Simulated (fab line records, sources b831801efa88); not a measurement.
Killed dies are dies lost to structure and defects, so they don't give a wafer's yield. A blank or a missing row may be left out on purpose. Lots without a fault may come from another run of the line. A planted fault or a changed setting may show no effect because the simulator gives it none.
fab line records | flow sky130
record lots=6 wafers=18 last_day=50
route steps=708 shown VIA3@581 PAD_OPEN@708
lots that met no fault: from a run of the same line without faults
start_h: hours from the record's first day to the start of the lot's first wafer shown | wait_h: hours since the lot's step before | " the same as in the row above | L1.1+2: a row that stands for several wafers | - no value, or no start given | * or withheld: withheld | < > ~ a bound
route shown NAME@n: a module of which the file shows steps, and the number in the route of the first | usual: mean/standard deviation of fault-free wafers | same: alike in all rows | chamber/n: place in a boat | sites: the reading at each site | _std_site: their standard deviation | _edge_site: outer sites' mean less inner sites' | radius_mm: how far each site lies from the wafer's centre | mask NAME#n: copy n | behind: the tool/chamber that last shaped the wafer | hold: why the lot was held/for how many hours/how that ended | device: the transistor (n, p or np) that didn't switch | end of line: the same wafers' tests at the end of the route | a step without rows: its recipe alone | killed: dies lost to structure and defects at the first sort, not the wafer's yield | map: a wafer's dies, x killed, . not, _ none there
set.NAME: the setting as run; set.NAME@STEP: as run at that earlier step | model.NAME: the simulator's own value behind a step, which no gauge read
lots at some steps of the route; a table a step, a row a wafer
services: from which hour (start_h, from the record's first day; less than 0 if before it) a tool's chamber was out of use, for how many hours, and why
## steps
# step SKY_VIA3_SOFTBAKE_08
# recipe temp_c=100 time_s=90 resist=KrF-thick
# step SKY_VIA3_EXPOSE_09
# recipe mask_id=VIM3 na=0.8 source_shape=annular sigma_inner=0.55 sigma_outer=0.85 target_cd_nm=200 dose_mj=38
# step SKY_VIA3_PEB_10
# recipe peb_temp_c=withheld peb_time_s=withheld resist=KrF-thick
# step SKY_VIA3_DEVELOP_11
# recipe develop_time_s=60 resist=KrF-thick dev_temp_c=21
# step SKY_VIA3_CD_MEAS_12
# recipe target_cd_nm=200
# usual cd_nm=199.8/1.3
# columns lot.wafer tool chamber start_h wait_h cd_nm
L162.2 cd_sem-01 - 933.61 - 199.7
L162.3 " - " " 200.8
L162.6 " - " " 200.3
L170.4 cd_sem-01 - 995.91 - 199.6
L170.5 " - " " 200.8
L170.6 " - " " 200.5
L172.2 cd_sem-01 - 1000.11 - 198.8
L172.4 " - " " 197.9
L172.6 " - " " 199.1
L171.1 cd_sem-01 - 1003.74 - 199.9
L171.3 " - " " 200.0
L171.4 " - " " 198.8
L175.1 cd_sem-01 - 1025.24 - 201.2
L175.3 " - " " 199.9
L175.4 " - " " 199.5
L183.1 cd_sem-01 - 1084.85 - 197.9
L183.2 " - " " 199.9
L183.3 " - " " 197.7
# step SKY_VIA3_OVL_MEAS_13
# usual VIA3_OVL=-2/4.2
# columns lot.wafer tool chamber start_h wait_h VIA3_OVL[nm]
L162.2 overlay-02 - 933.72 0.1 -5
L162.3 " - " " 5
L162.6 " - " " -7
L170.4 overlay-01 - 995.99 0.1 3
L170.5 " - " " 1
L170.6 " - " " 1
L172.2 overlay-02 - 1000.21 0.1 -5
L172.4 " - " " 1
L172.6 " - " " 0
L171.1 overlay-02 - 1003.86 0.1 -1
L171.3 " - " " -4
L171.4 " - " " -3
L175.1 overlay-01 - 1025.36 0.1 -3
L175.3 " - " " 1
L175.4 " - " " -4
L183.1 overlay-02 - 1084.97 0.1 7
L183.2 " - " " -1
L183.3 " - " " 4
# step SKY_VIA3_ETCH_14
# recipe chemistry=N2/H2 target=BARC ion_energy_ev=196.5 source_w=500 bias_w=100 pressure_mtorr=30 n2_flow_sccm=100 h2_flow_sccm=200 stop_on=SiO2 time_s=45.9 target_depth_a=600
# usual bias_w=100.03/0.29 drypump_motor_current_A=5.9/0.33 oes_product_au=0.854/0.0045 rf_fwd_power_W=494.5/2.6 throttle_valve_pct=13.224/0.0088
# columns lot.wafer tool chamber start_h wait_h bias_w drypump_motor_current_A oes_product_au rf_fwd_power_W rf_hours_counter_h throttle_valve_pct
L162.2 rie_diel-03 2 933.75 0.0 99.99 6.2 0.847 493.1 4 13.219
L162.3 " 0 " " 100.16 6.3 0.854 498.0 17 13.227
L162.6 " 0 " " 99.72 6.4 0.854 497.1 - 13.236
L170.4 rie_diel-04 3 996.00 0.0 99.82 6.0 0.851 495.6 27 13.213
L170.5 " 1 " " 100.33 5.4 0.851 492.6 - 13.222
L170.6 " 2 " " 100.07 6.3 0.855 493.0 - 13.229
L172.2 rie_diel-01 3 1000.24 0.0 99.97 5.6 0.857 497.5 12 13.230
L172.4 " 3 " " 99.61 5.6 0.846 498.2 - 13.228
L172.6 " 3 " " 99.40 5.6 0.853 496.2 - 13.235
L171.1 rie_diel-01 0 1003.89 0.0 100.33 5.5 0.855 495.8 15 13.225
L171.3 " 3 " " 100.45 5.6 0.855 497.2 13 13.216
L171.4 " 0 " " 100.28 5.5 0.855 496.6 - 13.226
L175.1 rie_diel-01 1 1025.40 0.0 100.30 6.1 0.854 490.6 16 13.223
L175.3 " 3 " " 100.19 5.6 0.851 498.7 13 13.221
L175.4 " 2 " " 99.76 6.3 0.860 492.6 12 13.220
L183.1 rie_diel-04 2 1085.00 0.0 99.93 6.3 0.852 498.5 27 13.237
L183.2 " 3 " " 99.71 6.0 0.856 491.9 31 13.216
L183.3 " 0 " " 99.77 5.8 0.858 498.2 26 13.229
# step SKY_VIA3_ETCH_15
# recipe target=SiO2 chemistry=C4F8/O2/Ar target_depth_nm=507 stop_on=TiN mask_material=KrF-thick source_w=1500 bias_w=1200 pressure_mtorr=40 c4f8_flow_sccm=withheld O2_flow_sccm=6 Ar_flow_sccm=300 time_s=78
# usual bias_w=1200/3.7 oes_product_au=0.946/0.0044 rf_fwd_power_W=1489/6.4
# columns lot.wafer tool chamber start_h wait_h bias_w oes_product_au rf_fwd_power_W rf_hours_counter_h
L162.2 rie_diel-03 2 933.79 0.0 1205 0.944 1489 4
L162.3 " 0 " " 1197 0.941 1489 17
L162.6 " 0 " " 1202 0.937 1494 -
L170.4 rie_diel-04 3 996.05 0.0 1201 0.950 1485 27
L170.5 " 1 " " 1201 0.938 1481 -
L170.6 " 2 " " 1204 0.941 1502 -
L172.2 rie_diel-01 3 1000.30 0.0 1206 0.945 1494 12
L172.4 " 3 " " 1200 0.947 1500 -
L172.6 " 3 " " 1205 0.947 1495 -
L171.1 rie_diel-01 0 1003.93 0.0 1200 0.945 1499 15
L171.3 " 3 " " 1199 0.944 1489 13
L171.4 " 0 " " 1199 0.948 1485 -
L175.1 rie_diel-01 1 1025.44 0.0 1204 0.945 1476 16
L175.3 " 3 " " 1199 0.947 1491 13
L175.4 " 2 " " 1201 0.944 1483 12
L183.1 rie_diel-04 2 1085.05 0.0 1206 0.939 1495 27
L183.2 " 3 " " 1195 0.941 1488 31
L183.3 " 0 " " 1200 0.944 1497 26
# step SKY_VIA3_STRIP_16
# recipe chemistry=O2/N2 power_w=1400 pressure_mtorr=1500 platen_temp_c=withheld o2_flow_sccm=3000 n2_flow_sccm=300 overash_fraction=0.5
# usual drypump_motor_current_A=5.7/0.43 oes_product_au=0.402/0.0046 strip_time_to_endpoint_s=4.123/0.021
# columns lot.wafer tool chamber start_h wait_h drypump_motor_current_A oes_product_au rf_hours_counter_h strip_time_to_endpoint_s
L162.2 plasma_asher-03 0 933.85 0.0 5.0 0.400 48 4.098
L162.3 " 1 " " 6.1 0.398 - 4.098
L162.6 " 1 " " 6.1 0.408 - 4.124
L170.4 plasma_asher-01 1 996.14 0.1 5.7 0.393 - 4.152
L170.5 " 0 " " 6.1 0.403 - 4.136
L170.6 " 1 " " 5.7 0.401 - 4.114
L172.2 plasma_asher-01 0 1000.39 0.1 6.1 0.404 116 4.130
L172.4 " 0 " " 6.1 0.401 - 4.103
L172.6 " 1 " " 5.7 0.400 - 4.092
L171.1 plasma_asher-01 0 1003.99 0.0 6.1 0.403 116 4.141
L171.3 " 1 " " 5.7 0.402 - 4.131
L171.4 " 0 " " 6.1 0.399 - 4.123
L175.1 plasma_asher-03 1 1025.50 0.0 6.1 0.400 57 4.113
L175.3 " 0 " " 5.0 0.403 - 4.147
L175.4 " 1 " " 6.1 0.404 - 4.138
L183.1 plasma_asher-01 0 1085.11 0.0 6.1 0.394 2 4.140
L183.2 " 1 " " 5.7 0.403 2 4.131
L183.3 " 1 " " 5.7 0.402 - 4.145
# step SKY_VIA3_STRIP_17
# recipe chemistry=post_etch_residue_remover time_s=1200 temp_c=72.5
# step SKY_VIA3_CLEAN_18
# recipe chemistry=IPA time_s=180 temp_c=25
# step SKY_VIA3_CLEAN_19
# recipe chemistry=O3/DIW dry=n2_spin
# step SKY_VIA3_SPUTTER_20
# recipe material=TiN target_thk_nm=20 chamber_pressure_pa=5 power_w=4000 time_s=80
# usual throttle_valve_pct=30.2/1.3
# columns lot.wafer tool chamber start_h wait_h throttle_valve_pct model.TiN_of_VIA3_SPUTTER_20.thk_nm
L162.2 pvd_sputter-02 - 934.47 0.0 28.6 19.9
L162.3 " - " " 32.5 19.99
L162.6 " - " " 30.3 19.81
L170.4 pvd_sputter-01 - 996.70 0.0 30.1 19.9
L170.5 " - " " 29.9 20.03
L170.6 " - " " 30.0 20.08
L172.2 pvd_sputter-01 - 1001.03 0.0 30.2 19.98
L172.4 " - " " 30.3 20.23
L172.6 " - " " 30.3 27.98
L171.1 pvd_sputter-02 - 1004.62 0.0 32.3 20.03
L171.3 " - " " 28.9 20.1
L171.4 " - " " 30.5 20.3
L175.1 pvd_sputter-01 - 1026.09 0.0 30.0 27.93
L175.3 " - " " 30.3 27.97
L175.4 " - " " 30.4 20.2
L183.1 pvd_sputter-02 - 1085.70 0.0 30.1 20.34
L183.2 " - " " 28.8 20.26
L183.3 " - " " 32.5 20.4
# step SKY_VIA3_CVD_21
# recipe material=W target_thk_nm=390 time_s=117.31 temp_c=400 pressure_torr=40
# usual heater_power_w=806/73
# columns lot.wafer tool chamber start_h wait_h heater_power_w
L162.2 cvd_w-01 1 934.53 0.0 904
L162.3 " 1 " " 885
L162.6 " 0 " " 743
L170.4 cvd_w-02 0 996.80 0.1 763
L170.5 " 0 " " 771
L170.6 " 1 " " 804
L172.2 cvd_w-01 1 1001.09 0.0 872
L172.4 " 0 " " 733
L172.6 " 1 " " 903
L171.1 cvd_w-01 0 1004.68 0.0 724
L171.3 " 1 " " 917
L171.4 " 0 " " 759
L175.1 cvd_w-01 1 1026.15 0.0 894
L175.3 " 1 " " 905
L175.4 " 0 " " 748
L183.1 cvd_w-01 0 1085.76 0.0 733
L183.2 " 1 " " 909
L183.3 " 0 " " 746
# step SKY_PAD_OPEN_PROBE_99
# usual defect_limited_yield=82.6/2 killed_at_M0_to_M3=43/7.3 killed_at_M4_up=3.1/1.7 killed_at_contacts=24/4.7 killed_at_front_end=15/4.6 killed_at_other=0.3/0.55 killed_dies=86/9.7 killed_open=47/6.7 killed_short=39/6.5 sort_bin_3_pad_short=0.9/0.41 sort_bin_5_function=10.3/1.5 sort_bin_6_memory=6.2/1.1 sort_n_pass=406/9.7 sort_yield_pct=82.6/2
# same gross_dies=492 killed_at_back_side=0 sort_bin_4_leakage[%]=0 sort_bin_8_speed[%]=0
# columns lot.wafer tool chamber start_h wait_h defect_limited_yield[%] killed_at_M0_to_M3 killed_at_M4_up killed_at_contacts killed_at_front_end killed_at_other killed_dies killed_open killed_short sort_bin_3_pad_short[%] sort_bin_5_function[%] sort_bin_6_memory[%] sort_n_pass sort_yield_pct[%]
L162.2 prober-02 - 1077.81 0.1 82.7 36 2 31 16 0 85 48 37 0.4 10.2 6.7 407 82.7
L162.3 prober-02 - 1077.86 0.2 82.1 32 3 27 26 0 88 44 44 0.6 10.8 6.5 404 82.1
L162.6 prober-02 - 1078.01 0.2 82.7 40 3 28 14 0 85 48 37 0 10.0 7.3 407 82.7
L172.2 prober-02 - 1133.16 0.1 83.5 39 3 20 19 0 81 48 33 0 9.6 6.9 411 83.5
L172.4 prober-02 - 1133.26 0.2 85.2 45 3 14 11 0 73 43 30 0.8 6.9 7.1 419 85.2
L172.6 prober-02 - 1133.36 0.2 81.3 53 1 22 16 0 92 51 41 1.4 12.4 4.9 400 81.3
L171.1 prober-02 - 1137.20 0.1 83.7 44 2 19 13 2 80 40 40 0.8 8.1 7.3 412 83.7
L171.3 prober-02 - 1137.30 0.2 83.3 42 3 25 12 0 82 45 37 0.6 10.0 6.1 410 83.3
L171.4 prober-02 - 1137.35 0.2 85.0 42 3 16 12 1 74 37 37 1.4 8.5 5.1 418 85.0
# killed by level:class
L162.2 CONTACT:geometric_particle:open=13 VIA1:geometric_particle:open=12 LI_CONTACT:geometric_particle:open=10 METAL2:geometric_particle:short=5 METAL3:geometric_particle:short=5 FIELD_ISO:geometric_particle:short=4 POLY_GATE:geometric_particle:open=4 CONTACT:geometric_particle:short=4
L162.3 VIA1:geometric_particle:open=10 FIELD_ISO:geometric_particle:short=9 LI_CONTACT:geometric_particle:open=9 CONTACT:geometric_particle:open=8 POLY_GATE:geometric_particle:short=6 FIELD_ISO:geometric_particle:open=5 METAL3:geometric_particle:short=5 CONTACT:geometric_particle:short=4
L162.6 LI_CONTACT:geometric_particle:open=11 VIA2:geometric_particle:open=10 VIA1:geometric_particle:open=8 METAL1:geometric_particle:short=8 CONTACT:geometric_particle:open=7 POLY_GATE:geometric_particle:short=4 POLY_GATE:geometric_particle:open=4 CONTACT:geometric_particle:short=4
L172.2 CONTACT:geometric_particle:open=10 FIELD_ISO:geometric_particle:open=9 VIA1:geometric_particle:open=8 METAL1:geometric_particle:short=6 VIA2:geometric_particle:short=5 LI_CONTACT:geometric_particle:open=4 VIA1:geometric_particle:short=4 VIA3:geometric_particle:open=4
L172.4 VIA1:geometric_particle:open=10 VIA2:geometric_particle:open=7 VIA3:geometric_particle:open=6 CONTACT:geometric_particle:short=4 CONTACT:geometric_particle:open=4 VIA1:geometric_particle:short=4 METAL3:geometric_particle:short=4 POLY_GATE:geometric_particle:short=3
L172.6 VIA1:geometric_particle:open=12 LI_CONTACT:geometric_particle:open=8 VIA1:geometric_particle:short=8 METAL1:geometric_particle:short=7 CONTACT:geometric_particle:open=7 VIA2:geometric_particle:short=7 VIA3:geometric_particle:open=7 VIA2:geometric_particle:open=6
L171.1 METAL2:geometric_particle:short=10 LI_CONTACT:geometric_particle:open=7 VIA1:geometric_particle:open=7 CONTACT:geometric_particle:open=6 METAL1:geometric_particle:short=6 VIA1:geometric_particle:short=6 POLY_GATE:geometric_particle:open=5 VIA3:geometric_particle:open=5
L171.3 CONTACT:geometric_particle:open=8 VIA1:geometric_particle:open=8 LI_CONTACT:geometric_particle:open=6 METAL2:geometric_particle:short=6 VIA2:geometric_particle:open=6 FIELD_ISO:geometric_particle:short=5 VIA3:geometric_particle:open=5 METAL3:geometric_particle:short=5
L171.4 VIA1:geometric_particle:open=7 FIELD_ISO:geometric_particle:short=6 METAL1:geometric_particle:short=6 VIA3:geometric_particle:open=5 CONTACT:geometric_particle:open=5 VIA1:geometric_particle:short=5 VIA2:geometric_particle:open=5 LI_CONTACT:geometric_particle:open=4
## services
# columns tool chamber start_h hours kind
rie_diel-04 1 920.27 21.0 repair
rie_diel-04 2 934.25 1.4 repair
rie_diel-01 1 935.15 2.9 repair
cvd_w-01 - 944.12 14.6 pm
plasma_asher-01 - 944.48 3.9 repair
rie_diel-03 1 958.29 3.3 repair
pvd_sputter-02 - 963.30 0.5 repair
rie_diel-01 1 968.29 5.3 repair
rie_diel-04 1 970.45 13.9 repair
pvd_sputter-02 - 973.16 1.4 repair
rie_diel-01 3 987.81 6.3 repair
rie_diel-03 - 988.49 0.9 repair
rie_diel-01 0 991.02 4.8 repair
rie_diel-01 1 992.28 9.9 repair
rie_diel-01 2 992.90 16.6 repair
cvd_w-01 - 1009.78 0.9 repair
rie_diel-03 1 1018.64 4.1 repair
rie_diel-03 - 1029.07 0.3 repair
rie_diel-04 - 1048.79 0.7 repair
plasma_asher-01 - 1055.25 9.0 pm
plasma_asher-01 0 1055.25 9.0 vent_cycle
plasma_asher-01 1 1055.25 9.0 vent_cycle
rie_diel-01 - 1059.05 0.9 repair
cvd_w-02 - 1078.94 6.0 pm
## key
first_sign none at tools or gauges
model_effect step=SKY_VIA3_SPUTTER_20 value=TiN_of_VIA3_SPUTTER_20.thk_nm without=20.13 struck=27.96
met_at SKY_VIA3_SPUTTER_20
struck_wafers L172.6,L175.1,L175.3
onset_between 996.70 1001.03
fault kind=process_parameter_drift tool=pvd_sputter-01 chamber=- onset_h=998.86 steps=SKY_VIA3_SPUTTER_20 channel=target_thk_nm offset=7.8335 shape=step end_h=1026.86 scope=struck_wafers_only acts_in=these_recipes_only stated=20
